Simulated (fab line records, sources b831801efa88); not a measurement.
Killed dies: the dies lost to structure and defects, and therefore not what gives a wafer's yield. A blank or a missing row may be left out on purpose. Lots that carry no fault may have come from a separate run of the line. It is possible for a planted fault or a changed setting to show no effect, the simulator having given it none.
A single fault, viewed from 2 desks | flow sky130 | numbers are kept per desk, each desk with only its own; the story behind them comes last

## TOOL OWNER'S DESK, pecvd-01
The tool's own readings at SKY_CAPM_CVD_00 (deposits SiO2, target thk 15.5 nm): means of the sampled wafers that have a number, for each lot that ran on this tool. If a lot's mean is further than 4 standard deviations from the usual mean, the lot is out of limits and carries the mark OUT (the distance appears in the brackets).
Columns: A = heater power w at SKY_CAPM_CVD_00, usual 712 W
lot  | first seen here | A
L655 | day 36 21:57    | 707
L658 | day 37 15:11    | 762
L659 | day 37 21:04    | 728
L666 | day 40 01:05    | 789
L669 | day 40 19:53    | 765
L676 | day 42 21:37    | 764
L677 | day 43 00:41    | 759
This desk's verdict: no lot among the 7 shows anything out of limits.

## METROLOGY DESK
Means of the sampled wafers that have a number, per lot and without regard to the tool the lot ran on: this is what the gauges read. If a lot's mean is further than 4 standard deviations from the usual mean, the lot is out of limits and carries the mark OUT (the distance appears in the brackets).
Columns: A = cd nm at SKY_METAL2_CD_MEAS_15, usual 140.0 nm; B = CAPM_CVD_00_THK at SKY_CAPM_THK_MEAS_01, usual 15.55 nm
lot  | first seen here | A     | B
L655 | day 35 16:16    | 139.6 | 15.53
L658 | day 36 10:32    | 141.9 | 15.44
L657 | day 36 13:35    | 140.3 | 15.63
L659 | day 36 15:43    | 139.9 | 15.35
L660 | day 37 02:14    | 139.4 | 15.57
L661 | day 37 08:25    | 139.8 | 15.26
L664 | day 38 07:25    | 140.9 | 15.43
L666 | day 38 20:14    | 139.5 | 15.42
L669 | day 39 15:37    | 138.9 | 15.30
L676 | day 41 19:03    | 138.0 | 8.98 (-25) OUT
L677 | day 41 21:44    | 138.9 | 12.20 (-13) OUT
This desk's finding: out of limits on L676, L677; first on L676, day 42 21:39 (CAPM_CVD_00_THK at SKY_CAPM_THK_MEAS_01). In limits: L655, L658, L657, L659, L660, L661, L664, L666, L669.

## ALL TOGETHER
Metrology desk: alarm possible at day 42 21:39 on L676, L677.
The tool owner's desk saw nothing out of limits.
Tool owner's desk: L676, L677 on record, inside its limits.
Of the lots named, all ran SKY_CAPM_CVD_00 on pecvd-01.

## WHAT THE SIMULATOR PUT IN
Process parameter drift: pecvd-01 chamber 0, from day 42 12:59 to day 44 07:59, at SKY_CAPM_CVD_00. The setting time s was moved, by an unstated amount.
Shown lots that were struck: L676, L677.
Delay in hours, fault start to first out-of-limits reading, per desk: metrology desk 9.
